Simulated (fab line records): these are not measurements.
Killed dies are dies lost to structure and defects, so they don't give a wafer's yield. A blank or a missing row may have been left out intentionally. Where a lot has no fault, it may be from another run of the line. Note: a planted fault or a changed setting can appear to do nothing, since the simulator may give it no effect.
The same fault as seen by 2 desks | flow sfq-line | what lay behind the numbers comes last; until then each desk has only its own

THE TOOL OWNER'S DESK: rie-metal-01
The tool's own readings at SFQ_TRILAYER_M1_ETCH_METAL_ETCH_042 (etches Nb in Cl2/Ar, stops on SiO2, target depth 240 nm, time 120 s): means of the sampled wafers that have a number, for each lot that ran on this tool. If a lot's mean is further than 4 standard deviations from the usual mean, the lot is out of limits and carries the mark OUT (the distance appears in the brackets).
Columns: A = drypump-motor-current-A at SFQ_TRILAYER_M1_ETCH_METAL_ETCH_042, usual 6.0 A; B = oes-product-au at SFQ_TRILAYER_M1_ETCH_METAL_ETCH_042, usual 0.896 a.u.
lot  | first seen here | A   | B
L916 | day 22 19:22    | 5.6 | 0.897
L927 | day 34 08:01    | 5.6 | 0.826 (-9.8) OUT
L928 | day 34 11:37    | 5.6 | 0.818 (-11) OUT
This desk's finding: out of limits on L927, L928; first on L927, day 34 08:01 (oes-product-au at SFQ_TRILAYER_M1_ETCH_METAL_ETCH_042). In limits: L916.

METROLOGY DESK
What the gauges read for every lot (on any tool): the sampled wafers with a number, averaged. If a lot's mean is further than 4 standard deviations from the usual mean, the lot is out of limits and carries the mark OUT (the distance appears in the brackets).
Columns: A = M1_NB_RS at SFQ_M1_RS_MEAS_909, usual 0.887 ohm/sq; B = M1_OVL at SFQ_M1_OVL_MEAS_911, usual 0 nm; C = I1_BOW at SFQ_I1_BOW_MEAS_912, usual 1 um; D = I1_OVL at SFQ_I1_OVL_MEAS_913, usual -1 nm; E = M2_NB_RS at SFQ_M2_RS_MEAS_914, usual 0.889 ohm/sq; F = M2_OVL at SFQ_M2_OVL_MEAS_916, usual 0 nm; G = M8_BOW at SFQ_M8_BOW_MEAS_951, usual 11 um
lot  | first seen here | A     | B  | C  | D  | E     | F  | G
L916 | day 16 12:55    | 0.888 | -4 | -1 | 5  | 0.898 | 4  | 13
L922 | day 25 02:50    | 0.894 | -1 | 2  | -4 | 0.891 | -2 | 14
L927 | day 27 18:29    | 0.890 | -6 | -3 | 2  | 0.875 | -0 | 15
L928 | day 28 01:36    | 0.908 | 8  | 4  | 1  | 0.895 | 6  | 21
L929 | day 28 12:28    | 0.882 | -4 | -0 | -5 | 0.885 | -4 | 10
L930 | day 28 22:00    | 0.886 | -2 | -7 | 4  | 0.894 | 1  | -5
This desk's finding: nothing out of limits on any of the 6 lots.

BROUGHT TOGETHER
The tool owner's desk had the chance to raise an alarm at day 34 08:01 on L927, L928.
Nothing out of limits was seen by the metrology desk.
The metrology desk has L927, L928 on record, within its limits.
SFQ_TRILAYER_M1_ETCH_METAL_ETCH_042 was run on rie-metal-01 by each of the lots named.

WHAT WAS PUT IN BY THE SIMULATOR
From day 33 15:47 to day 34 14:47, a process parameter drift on rie-metal-01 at SFQ_TRILAYER_M1_ETCH_METAL_ETCH_042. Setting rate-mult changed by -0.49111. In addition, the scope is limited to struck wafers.
Struck lots among those shown: L927, L928.
Time in hours from fault onset to the first out-of-limits reading at each desk: the tool owner's desk, 16.
